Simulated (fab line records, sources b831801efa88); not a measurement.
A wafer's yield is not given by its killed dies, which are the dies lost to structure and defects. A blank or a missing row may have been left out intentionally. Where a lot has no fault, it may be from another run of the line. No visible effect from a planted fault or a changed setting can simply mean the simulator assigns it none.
fab line records    flow sky130    part 2 of 2: steps 33 to 41 of 41
record: lots: 5  wafers: 15  last_day: 48
route steps=708 shown METAL2@488 VIA2@507
lots untouched by any fault: they come from a run of this same line in which no faults occurred
start_h: hours from the record's opening day to when the first of the lot's shown wafers began    wait_h: time in hours since the lot's previous step    " same as the row above    L1.1+2: one row covering several wafers at once    - value missing, or start not given    * or withheld: withheld    < > ~ a bound
route shown NAME@n: names a module that has steps shown in the file, with the first one's number in the route    usual: the fault-free wafers' mean and standard deviation    same: alike in all rows    chamber/n: place in a boat    sites: the reading at each site    _std_site: their standard deviation    _edge_site: the outer-site mean with the inner-site mean subtracted    radius_mm: how far each site lies from the wafer's centre    mask NAME#n: copy n    behind: tool/chamber where the wafer was last shaped    hold: the reason the lot was held/the length of the hold in hours/how it ended    device: which transistor (n, p or np) failed to switch    end of line: tests run on the same wafers once the route is complete    a step with no rows: only its recipe    killed: the dies lost at the first sort to structure and to defects; this is not the yield of the wafer    map: a wafer's dies, x killed, . not, _ none there
set.NAME: the setting as run; set.NAME@STEP: as run at that earlier step    model.NAME: the simulator's own value behind a step, which no gauge read
lots at some steps of the route; a table a step, a row a wafer
services: when a tool's chamber went out of use (start_h, in hours from the record's first day, below 0 if earlier), for how many hours, and the reason
== steps ==
step: SKY_VIA2_OVL_MEAS_13
usual: VIA2_OVL: -2/5.8
lot.wafer  tool        chamber  start_h  wait_h  VIA2_OVL[nm]
L074.2     overlay-01  -        843.03   0.1     -1
L074.3     "           -        "        "       5
L074.4     "           -        "        "       -2
L077.1     overlay-02  -        867.02   0.1     -8
L077.2     "           -        "        "       1
L077.6     "           -        "        "       2
L078.4     overlay-02  -        877.31   0.1     3
L078.5     "           -        "        "       -8
L078.6     "           -        "        "       -2
L083.4     overlay-01  -        908.11   0.1     -2
L083.5     "           -        "        "       -4
L083.6     "           -        "        "       -7
L089.2     overlay-02  -        950.00   0.1     -2
L089.4     "           -        "        "       2
L089.6     "           -        "        "       1
step: SKY_VIA2_ETCH_14
recipe: chemistry: N2/H2  target: BARC  ion_energy_ev: 200  source_w: 500  bias_w: 100  pressure_mtorr: 30  n2_flow_sccm: 100  h2_flow_sccm: 200  stop_on: SiO2  time_s: 45.9  target_depth_a: 600
usual: drypump_motor_current_A: 5.5/0.38  n2_flow_sccm: 100.1/0.32  oes_product_au: 0.855/0.0045  rf_fwd_power_W: 494.1/2  throttle_valve_pct: 13.224/0.0084
lot.wafer  tool         chamber  start_h  wait_h  drypump_motor_current_A  n2_flow_sccm  oes_product_au  rf_fwd_power_W  rf_hours_counter_h  throttle_valve_pct
L074.2     rie_diel-01  3        843.06   0.0     5.5                      99.6          0.857           495.9           2                   13.233
L074.3     "            2        "        "       4.9                      100.3         0.847           495.3           12                  13.235
L074.4     "            1        "        "       5.8                      100.0         0.856           494.4           7                   13.218
L077.1     rie_diel-02  3        867.06   0.0     5.8                      100.1         0.856           494.5           19                  13.227
L077.2     "            0        "        "       5.1                      100.4         0.854           494.6           8                   13.239
L077.6     "            1        "        "       5.8                      100.0         0.855           491.1           -                   13.224
L078.4     rie_diel-02  0        877.35   0.0     5.1                      100.0         0.853           492.0           -                   13.216
L078.5     "            2        "        "       5.2                      100.1         0.862           495.0           -                   13.227
L078.6     "            3        "        "       5.8                      100.0         0.851           494.7           -                   13.227
L083.4     rie_diel-01  1        908.13   0.0     5.8                      100.3         0.855           492.8           8                   13.218
L083.5     "            1        "        "       5.8                      99.9          0.856           492.0           -                   13.229
L083.6     "            0        "        "       5.4                      100.8         0.849           495.6           -                   13.233
L089.2     rie_diel-02  1        950.03   0.0     5.8                      99.8          0.851           494.5           8                   13.220
L089.4     "            2        "        "       5.2                      99.9          0.849           494.3           21                  13.221
L089.6     "            3        "        "       5.8                      100.1         0.850           494.4           -                   13.218
step: SKY_VIA2_ETCH_15
recipe: target: SiO2  chemistry: C4F8/O2/Ar  target_depth_nm: 546  stop_on: TiN  mask_material: KrF-thick  source_w: 1500  bias_w: 1200  pressure_mtorr: 40  c4f8_flow_sccm: withheld  O2_flow_sccm: 6  Ar_flow_sccm: 300  time_s: 84
usual: oes_product_au: 0.940/0.0044  rf_fwd_power_W: 1488/5.1
lot.wafer  tool         chamber  start_h  wait_h  oes_product_au  rf_fwd_power_W  rf_hours_counter_h
L074.2     rie_diel-01  3        843.10   0.0     0.945           1496            2
L074.3     "            2        "        "       0.940           1488            12
L074.4     "            1        "        "       0.946           1491            7
L077.1     rie_diel-02  3        867.10   0.0     0.937           1489            19
L077.2     "            0        "        "       0.939           1484            8
L077.6     "            1        "        "       0.946           1488            -
L078.4     rie_diel-02  0        877.40   0.0     0.946           1488            -
L078.5     "            2        "        "       0.938           1491            -
L078.6     "            3        "        "       0.939           1484            -
L083.4     rie_diel-01  1        908.17   0.0     0.937           1495            8
L083.5     "            1        "        "       0.943           1496            -
L083.6     "            0        "        "       0.942           1494            -
L089.2     rie_diel-02  1        950.07   0.0     0.946           1484            8
L089.4     "            2        "        "       0.940           1490            21
L089.6     "            3        "        "       0.947           1496            -
step: SKY_VIA2_STRIP_16
recipe: chemistry: O2/N2  power_w: 1400  pressure_mtorr: 1500  platen_temp_c: withheld  o2_flow_sccm: 3000  n2_flow_sccm: 300  overash_fraction: 0.5
usual: drypump_motor_current_A: 5.9/0.42  n2_flow_sccm: 299.9/0.74  oes_product_au: 0.399/0.0047  strip_time_to_endpoint_s: 4.05/0.03
same: overash_fraction: 0.5
lot.wafer  tool             chamber  start_h  wait_h  drypump_motor_current_A  n2_flow_sccm  oes_product_au  rf_hours_counter_h  strip_time_to_endpoint_s
L074.2     plasma_asher-03  0        843.16   0.0     6.2                      299.1         0.394           99                  4.01
L074.3     "                1        "        "       6.2                      299.6         0.397           -                   4.02
L074.4     "                0        "        "       6.2                      300.4         0.393           -                   4.05
L077.1     plasma_asher-04  1        867.16   0.0     6.0                      300.5         0.393           43                  4.07
L077.2     "                0        "        "       5.8                      299.1         0.404           43                  4.08
L077.6     "                0        "        "       5.7                      299.6         0.397           -                   4.09
L078.4     plasma_asher-03  1        877.47   0.0     6.2                      299.1         0.403           -                   4.04
L078.5     "                0        "        "       6.1                      299.5         0.403           -                   4.05
L078.6     "                1        "        "       6.2                      298.9         0.392           -                   4.04
L083.4     plasma_asher-04  0        908.27   0.1     5.8                      299.4         0.388           -                   4.04
L083.5     "                1        "        "       6.0                      298.8         0.400           -                   4.05
L083.6     "                0        "        "       5.7                      300.4         0.399           -                   4.04
L089.2     plasma_asher-02  1        950.13   0.0     6.2                      299.0         0.397           83                  4.06
L089.4     "                0        "        "       5.1                      298.9         0.405           -                   4.05
L089.6     "                1        "        "       6.2                      300.3         0.404           -                   4.05
step: SKY_VIA2_STRIP_17
recipe: chemistry: post_etch_residue_remover  time_s: 1200  temp_c: 72.5
lot.wafer   tool          chamber  start_h  wait_h
L074.2+3+4  wet_bench-03  3        843.26   0.1
L077.1+2+6  wet_bench-02  2        867.26   0.1
L078.4+5+6  wet_bench-01  3        877.53   0.0
L083.4+5+6  wet_bench-03  0        908.33   0.0
L089.2+4+6  wet_bench-02  2        950.23   0.1
step: SKY_VIA2_CLEAN_18
recipe: chemistry: IPA  time_s: 180  temp_c: 25
lot.wafer   tool          chamber  start_h  wait_h
L074.2+3+4  wet_bench-01  2        843.64   0.0
L077.1+2+6  wet_bench-01  2        867.67   0.0
L078.4+5+6  wet_bench-02  3        877.88   0.0
L083.4+5+6  wet_bench-02  3        908.68   0.0
L089.2+4+6  wet_bench-01  1        950.58   0.0
step: SKY_VIA2_CLEAN_19
recipe: chemistry: O3/DIW  dry: n2_spin
lot.wafer   tool          chamber  start_h  wait_h
L074.2+3+4  wet_bench-02  2        843.69   0.0
L077.1+2+6  wet_bench-03  2        867.73   0.0
L078.4+5+6  wet_bench-03  0        877.93   0.0
L083.4+5+6  wet_bench-01  3        908.73   0.0
L089.2+4+6  wet_bench-01  0        950.63   0.0
step: SKY_VIA2_SPUTTER_20
recipe: material: TiN  target_thk_nm: 20  chamber_pressure_pa: 5  power_w: 4000  time_s: 80
usual: throttle_valve_pct: 29.4/0.96
lot.wafer  tool            chamber  start_h  wait_h  throttle_valve_pct
L074.2     pvd_sputter-02  -        843.89   0.0     30.7
L074.3     "               -        "        "       28.5
L074.4     "               -        "        "       28.1
L077.1     pvd_sputter-04  -        867.82   0.0     30.0
L077.2     "               -        "        "       28.2
L077.6     "               -        "        "       28.5
L078.4     pvd_sputter-04  -        878.03   0.0     29.5
L078.5     "               -        "        "       29.7
L078.6     "               -        "        "       28.3
L083.4     pvd_sputter-02  -        908.83   0.0     30.1
L083.5     "               -        "        "       30.7
L083.6     "               -        "        "       28.4
L089.2     pvd_sputter-04  -        950.73   0.0     28.4
L089.4     "               -        "        "       29.8
L089.6     "               -        "        "       28.4
step: SKY_VIA2_CVD_21
recipe: material: W  target_thk_nm: 420  time_s: 126.4  temp_c: 400  pressure_torr: 40
usual: heater_power_w: 886/69
lot.wafer  tool      chamber  start_h  wait_h  heater_power_w
L074.2     cvd_w-02  1        844.01   0.1     959
L074.3     "         0        "        "       866
L074.4     "         1        "        "       948
L077.1     cvd_w-01  1        867.88   0.0     930
L077.2     "         0        "        "       783
L077.6     "         0        "        "       770
L078.4     cvd_w-01  0        878.13   0.1     783
L078.5     "         1        "        "       923
L078.6     "         0        "        "       786
L083.4     cvd_w-01  1        908.93   0.1     908
L083.5     "         1        "        "       907
L083.6     "         0        "        "       794
L089.2     cvd_w-02  0        950.79   0.0     831
L089.4     "         1        "        "       967
L089.6     "         1        "        "       941
== services ==
tool             chamber  start_h  hours  kind
krf_scanner-01   -        784.64   4.4    pm
wet_bench-04     -        788.76   2.3    repair
hdpcvd-02        0        795.81   4.8    repair
rie_diel-02      2        810.79   31.5   repair
krf_scanner-02   -        814.62   4.0    pm
hdpcvd-02        2        824.02   22.3   repair
krf_scanner-02   -        833.34   0.2    repair
krf_scanner-01   -        837.71   0.8    pm
rie_diel-02      1        840.87   4.1    repair
rie_diel-01      -        849.51   0.2    repair
krf_scanner-01   -        852.52   1.0    pm
krf_scanner-01   -        854.84   3.6    pm
hdpcvd-02        2        855.24   7.6    repair
krf_scanner-01   -        858.44   4.0    pm
rie_diel-02      3        858.95   3.1    repair
rie_metal-03     1        859.73   4.3    repair
krf_scanner-02   -        872.01   1.3    pm
rie_diel-02      1        877.29   3.6    repair
krf_scanner-01   -        880.38   1.3    pm
krf_scanner-02   -        881.84   1.0    pm
rie_metal-03     -        884.77   4.0    pm
rie_diel-02      -        930.55   0.5    repair
rie_metal-01     -        942.61   0.2    repair
plasma_asher-03  -        947.70   14.6   pm
